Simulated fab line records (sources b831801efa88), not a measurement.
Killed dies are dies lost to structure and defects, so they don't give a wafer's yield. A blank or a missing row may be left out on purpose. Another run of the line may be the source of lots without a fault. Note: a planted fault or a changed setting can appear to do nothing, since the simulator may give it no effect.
fab line records + flow gf180mcu
record:
- lots: 5
- wafers: 15
- last_day: 33
route steps=602 shown PSD@248
lots that met no fault: from a run of the same line without faults
start_h: the number of hours between the record's first day and the start of the first shown wafer of the lot + wait_h: how many hours have passed since the lot's step before this one + " same as the row above + L1.1+2: one row covering several wafers at once + - no value, or no start given + * or withheld: withheld + < > ~ a bound
route shown NAME@n: a module of which the file shows steps, and the number in the route of the first + usual: average and standard deviation across the fault-free wafers + same: alike in all rows + chamber/n: place in a boat + sites: each site's reading + _std_site: the standard deviation of these + _edge_site: inner sites' mean taken away from outer sites' mean + radius_mm: for every site, how far away it sits from the centre of the wafer + mask NAME#n: copy n + behind: the tool/chamber that last shaped the wafer + hold: why the lot went on hold/how many hours it stayed there/how the hold came to an end + device: names the non-switching transistor (n, p or np) + end of line: the tests these same wafers got at the end of their route + a step given without rows: its recipe and nothing more + killed: count of dies lost to structure and defects at first sort (not the wafer's yield) + map: shows each die of a wafer: x if killed, . if not, _ if none is there
set.NAME: the setting the step ran with; set.NAME@STEP: the setting that earlier step ran with + model.NAME: the simulator's own value behind a step, which no gauge read
lots at some steps of the route; a table a step, a row a wafer
services: when a tool's chamber went out of use (start_h, in hours from the record's first day, below 0 if earlier), for how many hours, and the reason
== steps ==
step: GF_PSD_DEHYDRATE_00
recipe:
- temp_c: 200
- time_s: 60
same:
- time_s: 60
| lot.wafer  | tool           | chamber | start_h | wait_h |
|------------|----------------|---------|---------|--------|
| L075.4+5+6 | litho_track-02 | 0       | 310.78  | 9.5    |
| L081.1+3+4 | litho_track-03 | 0       | 368.74  | 10.2   |
| L083.2+5+6 | litho_track-03 | 0       | 383.61  | 10.9   |
| L084.4+5+6 | litho_track-03 | 0       | 393.26  | 11.1   |
| L092.2+3+4 | litho_track-04 | 0       | 458.04  | 11.3   |
step: GF_PSD_HMDS_01
recipe:
- prime_time_s: 60
- prime_temp_c: 120
| lot.wafer  | tool           | chamber | start_h | wait_h |
|------------|----------------|---------|---------|--------|
| L075.4+5+6 | litho_track-02 | 0       | 310.93  | 0.1    |
| L081.1+3+4 | litho_track-03 | 0       | 368.89  | 0.1    |
| L083.2+5+6 | litho_track-03 | 0       | 383.76  | 0.1    |
| L084.4+5+6 | litho_track-03 | 0       | 393.41  | 0.1    |
| L092.2+3+4 | litho_track-04 | 0       | 458.19  | 0.1    |
step: GF_PSD_COAT_02
recipe:
- resist: NOVOLAK
- spin_rpm: 3000
- resist_thk_nm: 1000
| lot.wafer  | tool           | chamber | start_h | wait_h |
|------------|----------------|---------|---------|--------|
| L075.4+5+6 | litho_track-02 | 0       | 311.08  | 0.1    |
| L081.1+3+4 | litho_track-03 | 0       | 369.04  | 0.1    |
| L083.2+5+6 | litho_track-03 | 0       | 383.91  | 0.1    |
| L084.4+5+6 | litho_track-03 | 0       | 393.56  | 0.1    |
| L092.2+3+4 | litho_track-04 | 0       | 458.34  | 0.1    |
step: GF_PSD_SOFTBAKE_03
recipe:
- temp_c: 90
- time_s: 60
- resist: NOVOLAK
same:
- time_s: 60
| lot.wafer  | tool           | chamber | start_h | wait_h |
|------------|----------------|---------|---------|--------|
| L075.4+5+6 | litho_track-02 | 0       | 311.23  | 0.1    |
| L081.1+3+4 | litho_track-03 | 0       | 369.19  | 0.1    |
| L083.2+5+6 | litho_track-03 | 0       | 384.06  | 0.1    |
| L084.4+5+6 | litho_track-03 | 0       | 393.71  | 0.1    |
| L092.2+3+4 | litho_track-04 | 0       | 458.49  | 0.1    |
step: GF_PSD_EXPOSE_04
recipe:
- mask_id: Pplus
- target_cd_nm: 400
- na: 0.6
- source_shape: conventional
- sigma_outer: 0.6
- dose_mj: 140
usual:
- exposure_dose_mJ_cm2: 139.88/0.13
same:
- sigma_outer: 0.6
| lot.wafer | tool             | chamber | start_h | wait_h | mask    | exposure_dose_mJ_cm2 |
|-----------|------------------|---------|---------|--------|---------|----------------------|
| L075.4    | iline_stepper-02 | 0       | -       | -      | Pplus#0 | 139.98               |
| L075.5    | "                | 0       | "       | "      | Pplus#0 | 139.88               |
| L075.6    | "                | 0       | "       | "      | Pplus#0 | 139.85               |
| L081.1    | iline_stepper-01 | 0       | -       | -      | Pplus#0 | 139.65               |
| L081.3    | "                | 0       | "       | "      | Pplus#0 | 139.55               |
| L081.4    | "                | 0       | "       | "      | Pplus#0 | 139.50               |
| L083.2    | iline_stepper-01 | 0       | -       | -      | Pplus#0 | 139.90               |
| L083.5    | "                | 0       | "       | "      | Pplus#0 | 140.05               |
| L083.6    | "                | 0       | "       | "      | Pplus#0 | 140.08               |
| L084.4    | iline_stepper-01 | 0       | -       | -      | Pplus#0 | 139.75               |
| L084.5    | "                | 0       | "       | "      | Pplus#0 | 139.95               |
| L084.6    | "                | 0       | "       | "      | Pplus#0 | 139.95               |
| L092.2    | iline_stepper-02 | 0       | -       | -      | Pplus#0 | 139.87               |
| L092.3    | "                | 0       | "       | "      | Pplus#0 | 139.63               |
| L092.4    | "                | 0       | "       | "      | Pplus#0 | 139.62               |
step: GF_PSD_PEB_05
recipe:
- temp_c: withheld
- time_s: *
- resist: NOVOLAK
same:
- time_s: *
| lot.wafer  | tool           | chamber | start_h | wait_h |
|------------|----------------|---------|---------|--------|
| L075.4+5+6 | litho_track-02 | 0       | -       | -      |
| L081.1+3+4 | litho_track-03 | 0       | -       | -      |
| L083.2+5+6 | litho_track-03 | 0       | -       | -      |
| L084.4+5+6 | litho_track-02 | 0       | -       | -      |
| L092.2+3+4 | litho_track-04 | 0       | -       | -      |
step: GF_PSD_DEVELOP_06
recipe:
- develop_time_s: 60
- dev_temp_c: 23
same:
- develop_time_s: 60
| lot.wafer  | tool           | chamber | start_h | wait_h |
|------------|----------------|---------|---------|--------|
| L075.4+5+6 | litho_track-02 | 0       | 322.03  | 0.1    |
| L081.1+3+4 | litho_track-03 | 0       | 380.39  | 0.1    |
| L083.2+5+6 | litho_track-03 | 0       | 395.26  | 0.1    |
| L084.4+5+6 | litho_track-02 | 0       | 405.13  | 0.1    |
| L092.2+3+4 | litho_track-04 | 0       | 470.69  | 0.1    |
step: GF_PSD_CD_MEAS_07
recipe:
- target_cd_nm: 400
usual:
- cd_nm: 400.1/2.5
| lot.wafer | tool      | chamber | start_h | wait_h | cd_nm |
|-----------|-----------|---------|---------|--------|-------|
| L075.4    | cd_sem-02 | -       | 322.16  | 0.1    | 400.0 |
| L075.5    | "         | -       | "       | "      | 400.9 |
| L075.6    | "         | -       | "       | "      | 402.8 |
| L081.1    | cd_sem-01 | -       | 380.54  | 0.1    | 401.0 |
| L081.3    | "         | -       | "       | "      | 401.6 |
| L081.4    | "         | -       | "       | "      | 401.9 |
| L083.2    | cd_sem-01 | -       | 395.41  | 0.1    | 401.9 |
| L083.5    | "         | -       | "       | "      | 401.1 |
| L083.6    | "         | -       | "       | "      | 400.1 |
| L084.4    | cd_sem-01 | -       | 405.26  | 0.1    | 400.8 |
| L084.5    | "         | -       | "       | "      | 400.5 |
| L084.6    | "         | -       | "       | "      | 398.4 |
| L092.2    | cd_sem-01 | -       | 470.84  | 0.1    | 400.6 |
| L092.3    | "         | -       | "       | "      | 400.1 |
| L092.4    | "         | -       | "       | "      | 401.6 |
step: GF_PSD_OVL_MEAS_08
usual:
- PSD_OVL: 0.7/1.3
| lot.wafer | tool       | chamber | start_h | wait_h | PSD_OVL[nm] |
|-----------|------------|---------|---------|--------|-------------|
| L075.4    | overlay-01 | -       | 322.24  | 0.1    | -0.3        |
| L075.5    | "          | -       | "       | "      | -1.1        |
| L075.6    | "          | -       | "       | "      | -0.2        |
| L081.1    | overlay-02 | -       | 380.66  | 0.1    | -1.9        |
| L081.3    | "          | -       | "       | "      | 0.9         |
| L081.4    | "          | -       | "       | "      | 0.8         |
| L083.2    | overlay-01 | -       | 395.51  | 0.1    | -1.2        |
| L083.5    | "          | -       | "       | "      | 0.8         |
| L083.6    | "          | -       | "       | "      | 1.0         |
| L084.4    | overlay-01 | -       | 405.34  | 0.1    | 1.6         |
| L084.5    | "          | -       | "       | "      | 1.1         |
| L084.6    | "          | -       | "       | "      | -0.8        |
| L092.2    | overlay-02 | -       | 470.95  | 0.1    | -0.9        |
| L092.3    | "          | -       | "       | "      | 1.5         |
| L092.4    | "          | -       | "       | "      | -0.6        |
step: GF_PSD_IMPLANT_09
recipe:
- species: BF2
- energy_kev: 40
- dose_cm2: 1.5e+15
- tilt_deg: 7
same:
- implant_ion_amu: 49
| lot.wafer  | tool         | chamber | start_h | wait_h |
|------------|--------------|---------|---------|--------|
| L075.4+5+6 | implanter-01 | 0       | 322.33  | 0.1    |
| L081.1+3+4 | implanter-02 | 0       | 380.69  | 0.0    |
| L083.2+5+6 | implanter-01 | 0       | 395.57  | 0.0    |
| L084.4+5+6 | implanter-02 | 0       | 405.43  | 0.1    |
| L092.2+3+4 | implanter-04 | 0       | 471.00  | 0.0    |
step: GF_PSD_STRIP_10
recipe:
- chemistry: O2/N2
- power_w: 1400
- pressure_mtorr: 1500
- platen_temp_c: 250
- o2_flow_sccm: 3000
- n2_flow_sccm: 300
- overash_fraction: 0.5
usual:
- drypump_motor_current_A: 5.8/0.43
- heater_power_w: 320/42
- n2_flow_sccm: 300.1/1
- oes_product_au: 0.591/0.0043
- strip_time_to_endpoint_s: 16.54/0.032
| lot.wafer | tool            | chamber | start_h | wait_h | drypump_motor_current_A | heater_power_w | n2_flow_sccm | oes_product_au | rf_hours_counter_h | strip_time_to_endpoint_s |
|-----------|-----------------|---------|---------|--------|-------------------------|----------------|--------------|----------------|--------------------|--------------------------|
| L075.4    | plasma_asher-01 | 1       | 322.44  | 0.1    | 5.2                     | 329            | 299.4        | 0.594          | -                  | 16.54                    |
| L075.5    | "               | 0       | "       | "      | 6.1                     | 271            | 299.9        | 0.590          | -                  | 16.53                    |
| L075.6    | "               | 1       | "       | "      | 5.3                     | 335            | 298.9        | 0.587          | -                  | 16.47                    |
| L081.1    | plasma_asher-01 | 1       | 380.84  | 0.1    | 5.3                     | 310            | 298.6        | 0.597          | 27                 | 16.54                    |
| L081.3    | "               | 1       | "       | "      | 5.3                     | 332            | 298.9        | 0.594          | -                  | 16.51                    |
| L081.4    | "               | 0       | "       | "      | 6.1                     | 269            | 301.1        | 0.593          | -                  | 16.51                    |
| L083.2    | plasma_asher-01 | 0       | 395.69  | 0.1    | 6.1                     | 270            | 298.4        | 0.588          | 28                 | 16.49                    |
| L083.5    | "               | 1       | "       | "      | 5.2                     | 334            | 300.9        | 0.591          | -                  | 16.50                    |
| L083.6    | "               | 0       | "       | "      | 6.1                     | 264            | 299.0        | 0.594          | -                  | 16.48                    |
| L084.4    | plasma_asher-02 | 1       | 405.54  | 0.1    | 5.4                     | 416            | 301.7        | 0.598          | -                  | 16.51                    |
| L084.5    | "               | 0       | "       | "      | 5.8                     | 298            | 300.9        | 0.599          | -                  | 16.54                    |
| L084.6    | "               | 1       | "       | "      | 5.4                     | 400            | 298.8        | 0.593          | -                  | 16.49                    |
| L092.2    | plasma_asher-02 | 1       | 471.13  | 0.1    | 5.4                     | 420            | 301.1        | 0.595          | 4                  | 16.50                    |
| L092.3    | "               | 1       | "       | "      | 5.5                     | 415            | 301.1        | 0.595          | -                  | 16.55                    |
| L092.4    | "               | 0       | "       | "      | 5.8                     | 289            | 300.6        | 0.590          | -                  | 16.48                    |
step: GF_PSD_TW_MEAS_11
usual:
- PSD_TW: 3189/19
| lot.wafer | tool          | chamber | start_h | wait_h | PSD_TW |
|-----------|---------------|---------|---------|--------|--------|
| L075.4    | film_metro-02 | -       | 322.54  | 0.1    | 3178   |
| L075.5    | "             | -       | "       | "      | 3185   |
| L075.6    | "             | -       | "       | "      | 3198   |
| L081.1    | film_metro-01 | -       | 380.95  | 0.1    | 3200   |
| L081.3    | "             | -       | "       | "      | 3205   |
| L081.4    | "             | -       | "       | "      | 3201   |
| L083.2    | film_metro-02 | -       | 395.80  | 0.1    | 3179   |
| L083.5    | "             | -       | "       | "      | 3183   |
| L083.6    | "             | -       | "       | "      | 3187   |
| L084.4    | film_metro-01 | -       | 405.64  | 0.1    | 3239   |
| L084.5    | "             | -       | "       | "      | 3217   |
| L084.6    | "             | -       | "       | "      | 3232   |
| L092.2    | film_metro-04 | -       | 471.24  | 0.1    | 3155   |
| L092.3    | "             | -       | "       | "      | 3146   |
| L092.4    | "             | -       | "       | "      | 3163   |
step: GF_PSD_CLEAN_12
recipe:
- chemistry: SC1/SC2
- mix: 1:4:20
- temp_c: 70
- time_s: 150
- dry: n2_spin
same:
- time_s: 150
| lot.wafer  | tool         | chamber | start_h | wait_h |
|------------|--------------|---------|---------|--------|
| L075.4+5+6 | wet_bench-04 | 0       | 322.57  | 0.0    |
| L081.1+3+4 | wet_bench-02 | 0       | 381.03  | 0.1    |
| L083.2+5+6 | wet_bench-01 | 3       | 395.85  | 0.0    |
| L084.4+5+6 | wet_bench-04 | 0       | 405.67  | 0.0    |
| L092.2+3+4 | wet_bench-02 | 3       | 471.29  | 0.0    |
step: GF_PSD_RTA_13
recipe:
- temp_c: 1025
- time_s: 20
- ambient: N2
usual:
- anneal_temp_c_max: 1028.7/1.1
- lamp_power_pct: 33.7/0.59
- wafer_temp_C_max: 1028.6/0.72
same:
- time_s: 20
| lot.wafer | tool          | chamber | start_h | wait_h | anneal_temp_c_max | lamp_power_pct | wafer_temp_C_max |
|-----------|---------------|---------|---------|--------|-------------------|----------------|------------------|
| L075.4    | rtp_anneal-02 | 0       | 322.71  | 0.0    | 1027.9            | 34.2           | 1029.0           |
| L075.5    | "             | 0       | "       | "      | 1028.5            | 34.2           | 1028.5           |
| L075.6    | "             | 0       | "       | "      | 1027.5            | 34.3           | 1027.6           |
| L081.1    | rtp_anneal-01 | 0       | 381.08  | 0.0    | 1029.7            | 33.0           | 1029.4           |
| L081.3    | "             | 0       | "       | "      | 1029.7            | 33.0           | 1030.0           |
| L081.4    | "             | 0       | "       | "      | 1028.7            | 33.0           | 1030.2           |
| L083.2    | rtp_anneal-02 | 0       | 395.92  | 0.0    | 1028.7            | 34.2           | 1027.9           |
| L083.5    | "             | 0       | "       | "      | 1028.6            | 34.2           | 1027.9           |
| L083.6    | "             | 0       | "       | "      | 1027.8            | 34.2           | 1029.0           |
| L084.4    | rtp_anneal-01 | 0       | 405.76  | 0.0    | 1029.9            | 33.0           | 1029.7           |
| L084.5    | "             | 0       | "       | "      | 1028.9            | 33.0           | 1029.3           |
| L084.6    | "             | 0       | "       | "      | 1028.7            | 33.0           | 1030.4           |
| L092.2    | rtp_anneal-02 | 0       | 471.35  | 0.0    | 1028.0            | 34.2           | 1027.8           |
| L092.3    | "             | 0       | "       | "      | 1028.6            | 34.2           | 1028.6           |
| L092.4    | "             | 0       | "       | "      | 1028.0            | 34.2           | 1028.9           |
== services ==
| tool             | chamber | start_h | hours | kind                      |
|------------------|---------|---------|-------|---------------------------|
| implanter-01     | -       | 296.72  | 6.4   | repair                    |
| iline_stepper-02 | -       | 309.18  | 1.7   | pm                        |
| wet_bench-04     | -       | 311.12  | 4.7   | repair                    |
| plasma_asher-02  | -       | 312.28  | 2.8   | pm                        |
| plasma_asher-02  | -       | 317.66  | 1.6   | repair                    |
| wet_bench-04     | -       | 333.89  | 44.4  | pm                        |
| implanter-02     | -       | 342.74  | 4.9   | pm                        |
| implanter-02     | -       | 348.26  | 1.4   | repair                    |
| implanter-01     | -       | 363.49  | 19.0  | pm                        |
| plasma_asher-01  | -       | 363.71  | 1.3   | repair                    |
| iline_stepper-02 | -       | 369.93  | 2.1   | pm                        |
| iline_stepper-02 | -       | 372.01  | -     | consumable_replace:lamp   |
| iline_stepper-02 | -       | 380.24  | 4.4   | pm                        |
| implanter-01     | -       | 385.07  | 4.4   | pm                        |
| wet_bench-04     | -       | 419.19  | 5.3   | repair                    |
| iline_stepper-01 | -       | 419.39  | 1.7   | pm                        |
| plasma_asher-02  | -       | 421.25  | 9.0   | pm                        |
| plasma_asher-02  | 0       | 421.25  | 9.0   | vent_cycle                |
| iline_stepper-01 | 0       | 429.87  | -     | calibration               |
| implanter-02     | -       | 439.51  | 3.7   | repair                    |
| wet_bench-02     | -       | 442.13  | 0.7   | repair                    |
| implanter-04     | -       | 450.55  | 3.0   | pm                        |
| litho_track-04   | -       | 454.64  | -     | consumable_replace:filter |
| iline_stepper-01 | -       | 463.08  | 4.4   | pm                        |
== key ==
fault none
